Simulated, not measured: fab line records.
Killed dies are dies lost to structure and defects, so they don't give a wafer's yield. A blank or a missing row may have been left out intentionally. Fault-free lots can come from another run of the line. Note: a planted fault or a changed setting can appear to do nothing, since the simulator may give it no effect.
Which tool did it? | flow gf180mcu | 42 wafers from 14 lots sampled at 4 of the route's 602 steps

WHAT THE GAUGES SHOWED, per wafer
GF_STI_THK_MEAS_22.
lot  | measured    | on            | STI_OXIDATION_01_THK (nm)
L694 | day 2 06:20 | film metro-03 | 14.50 14.40 14.59
L695 | day 2 11:50 | film metro-03 | 14.83 14.71 14.43
L696 | day 2 16:13 | film metro-03 | 15.03 14.97 15.18
L698 | day 3 03:25 | film metro-02 | 14.61 14.65 14.90
L699 | day 3 11:38 | film metro-02 | 14.59 14.60 14.59
L700 | day 3 11:38 | film metro-03 | 15.26 15.12 15.50
L701 | day 3 20:46 | film metro-03 | 15.01 14.80 14.89
L702 | day 3 22:44 | film metro-02 | 15.03 15.16 15.33
L704 | day 4 12:46 | film metro-04 | 15.04 15.19 15.15
L709 | day 5 12:33 | film metro-04 | 15.03 15.00 14.96
L711 | day 5 21:35 | film metro-02 | 15.17 15.22 15.23
L714 | day 6 13:51 | film metro-04 | 14.84 14.83 14.87
L715 | day 6 23:37 | film metro-04 | 14.74 14.61 14.59
L716 | day 6 23:37 | film metro-03 | 14.95 14.64 14.51

GF_LVPWELL_OVL_MEAS_07.
lot  | measured    | on         | LVPWELL_OVL (nm)
L694 | day 4 02:48 | overlay-01 | -0.3 -2.6 -1.9
L695 | day 4 09:12 | overlay-02 | 0.1 -0.9 0.0
L696 | day 4 10:20 | overlay-02 | -2.2 -1.7 -0.4
L698 | day 4 21:14 | overlay-01 | -1.9 -0.8 -1.6
L699 | day 5 14:11 | overlay-01 | -1.2 -1.2 -3.1
L700 | day 5 14:17 | overlay-01 | 0.9 0.3 1.7
L701 | day 5 17:50 | overlay-01 | -148.7 -149.6 -149.6
L702 | day 5 20:26 | overlay-02 | -150.4 -150.8 -149.2
L704 | day 6 09:32 | overlay-02 | 2.5 2.4 1.3
L709 | day 7 12:59 | overlay-01 | 1.1 -0.2 1.2
L711 | day 7 21:39 | overlay-01 | -1.3 -0.2 -2.6
L714 | day 8 19:35 | overlay-01 | 0.4 -0.2 0.3
L715 | day 9 05:11 | overlay-02 | -3.3 0.2 -2.0
L716 | day 9 03:53 | overlay-02 | -0.1 -0.3 0.3

GF_CONTACT_THK_MEAS_26: measures by xrf.
lot  | measured     | on            | CONTACT_W_THK (nm)
L694 | day 16 07:40 | film metro-01 | 308 306 304
L695 | day 16 14:16 | film metro-03 | 301 295 302
L696 | day 16 15:47 | film metro-02 | 311 315 311
L698 | day 17 06:47 | film metro-01 | 298 304 298
L699 | day 18 14:04 | film metro-01 | 318 314 310
L700 | day 18 13:33 | film metro-01 | 303 307 310
L701 | day 18 19:45 | film metro-01 | 311 311 312
L702 | day 19 00:15 | film metro-02 | 310 312 313
L704 | day 20 03:44 | film metro-03 | 311 307 303
L709 | day 22 02:34 | film metro-03 | 302 308 306
L711 | day 22 20:50 | film metro-02 | 307 304 305
L714 | day 23 22:05 | film metro-02 | 302 307 305
L715 | day 24 03:37 | film metro-03 | 306 301 303
L716 | day 24 01:36 | film metro-01 | 307 303 309

EACH LOT AND THE TOOL THAT RAN IT (in order: tool; ch and the chambers of the sampled wafers; start)
lot  | GF_LVPWELL_EXPOSE_04
L694 | iline stepper-01 ch 0, day 3 20:22
L695 | iline stepper-02 ch 0, day 4 02:44
L696 | iline stepper-01 ch 0, day 4 03:28
L698 | iline stepper-01 ch 0, day 4 14:27
L699 | iline stepper-02 ch 0, day 5 06:43
L700 | iline stepper-01 ch 0, day 5 07:03
L701 | iline stepper-01 ch 0, day 5 11:32
L702 | iline stepper-01 ch 0, day 5 14:17
L704 | iline stepper-02 ch 0, day 6 02:36
L709 | iline stepper-02 ch 0, day 7 05:20
L711 | iline stepper-02 ch 0, day 7 13:51
L714 | iline stepper-02 ch 0, day 8 11:49
L715 | iline stepper-02 ch 0, day 8 20:44
L716 | iline stepper-02 ch 0, day 8 19:20
- GF_LVPWELL_EXPOSE_04: exposes mask LVPWELL, target cd 600 nm.

AS READ BY THE TOOLS THEMSELVES (means over the sampled wafers that have a number; for cases with no such wafer, the mark the record gives instead)
The record holds no such reading with a usual standard deviation.

THE ANSWER, worked out from the rows above alone
Rule: the lots themselves supply what counts as usual. The widest of any qualifying gaps counts: lots, ordered by their means at a reading, are off when they make up no more than a third of the lots, leave a main group of 4 or more, and stand apart from it by 3 or more times the standard deviation of that group's means. The tables above print the reading to a certain number of digits; a main group whose means all agree to those digits is not used. A lot without any number at a reading at which 4 lots or more have one is off too. Any other lot the step has rows for is counted as sound. First the gauges in route order, then the tools' own readings, where a lot's mean is used as printed above. The first step at which some lot is off is used, and at that step the reading that is off furthest; a lot without a number counts as furthest.
Off: at GF_LVPWELL_OVL_MEAS_07 (LVPWELL_OVL), L701, L702. Main group: mean -0.5 nm, sd 1.2.
If a tool, at a process step before that reading, ran all the lots that are off and no sound lot after the first of them, it fits. Gauges at GF_LVPWELL_OVL_MEAS_07: tried the same way as those tools. One fits: GF_LVPWELL_EXPOSE_04 on iline stepper-01. Its last sound lot is L700 (day 5 07:03), its first lot that is off L701 (day 5 11:32): a fault that began between those two fits.

WHAT HAD BEEN PUT IN BY THE SIMULATOR
Scanner matching overlay: iline stepper-01, from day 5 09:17 on, at GF_LVPWELL_EXPOSE_04. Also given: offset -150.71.
Lots struck among those shown: L701, L702. This agrees with what the rule above found.
